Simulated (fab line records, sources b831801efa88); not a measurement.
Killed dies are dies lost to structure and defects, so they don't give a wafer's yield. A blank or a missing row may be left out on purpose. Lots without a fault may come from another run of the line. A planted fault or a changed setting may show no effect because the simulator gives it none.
One fault seen from 2 desks | flow sky130 | each desk has only its own numbers; what lay behind them comes last

THE METROLOGY DESK
What the gauges read, lot by lot, whatever tool the lot ran on: means of the sampled wafers that have a number. A lot is out of limits, marked OUT, if its mean lies more than 4 standard deviations from the usual mean; the brackets give that distance.
Columns: A = VT_ADJUST_PCH_OVL at SKY_VT_ADJUST_PCH_OVL_MEAS_07, usual -0.9 nm; B = GATE_OXIDE_OVL at SKY_GATE_OXIDE_OVL_MEAS_10, usual 0.1 nm; C = SPACER_CVD_00_THK at SKY_SPACER_THK_MEAS_01, usual 43.1 nm
lot  | first seen here | A    | B    | C
L232 | day 10 02:49    | -1.8 | -0.5 | 43.7
L233 | day 10 13:56    | 0.1  | 0.2  | 42.5
L234 | day 10 21:11    | -0.9 | 0.5  | 43.2
L235 | day 11 06:26    | -1.9 | 0.8  | 42.7
L236 | day 11 14:38    | -0.7 | -0.5 | 42.9
L237 | day 12 00:44    | -2.4 | -2.8 | 42.7
L238 | day 12 13:05    | -0.5 | 1.7  | 42.5
L239 | day 12 17:10    | 2.8  | 2.1  | 43.7
L240 | day 12 20:28    | 0.5  | 1.8  | 41.8
L241 | day 13 22:43    | -2.1 | -0.3 | 41.5
L243 | day 14 05:43    | -1.3 | 1.4  | 41.4
L244 | day 14 15:35    | -1.3 | -0.3 | 41.6
This desk's finding: nothing out of limits on any of the 12 lots.

THE TOOL OWNER'S DESK: lpcvd-02
The tool's own readings at SKY_SPACER_CVD_00 (deposits Si3N4 from DCS/NH3, target thk 43.1 nm, time 740 s): means of the sampled wafers that have a number, for each lot that ran on this tool. A lot is out of limits, marked OUT, if its mean lies more than 4 standard deviations from the usual mean; the brackets give that distance.
Columns: A = susceptor_temp_C at SKY_SPACER_CVD_00, usual 770.0 C; B = zone_power_upper_pct at SKY_SPACER_CVD_00, usual 12.3 %
lot  | first seen here | A     | B
L232 | day 22 11:17    | 770.1 | 14.1
L233 | day 23 04:00    | 770.0 | 14.2
L234 | day 23 17:26    | 770.3 | 11.2
L235 | day 23 21:14    | 770.2 | 11.2
L236 | day 24 07:17    | 769.7 | 11.2
L237 | day 24 20:04    | 769.6 | 11.2
L238 | day 25 13:06    | 770.1 | 11.3
L239 | day 25 16:43    | 769.7 | 14.2
L240 | day 25 19:13    | 770.2 | 14.1
L241 | day 26 20:14    | 770.1 | 14.0
L243 | day 27 04:39    | 770.0 | 11.2
L244 | day 27 15:52    | 769.7 | 14.2
This desk's finding: nothing out of limits on any of the 12 lots.

PUT TOGETHER
The metrology desk saw nothing out of limits.
The tool owner's desk saw nothing out of limits.

WHAT THE SIMULATOR HAD PUT IN
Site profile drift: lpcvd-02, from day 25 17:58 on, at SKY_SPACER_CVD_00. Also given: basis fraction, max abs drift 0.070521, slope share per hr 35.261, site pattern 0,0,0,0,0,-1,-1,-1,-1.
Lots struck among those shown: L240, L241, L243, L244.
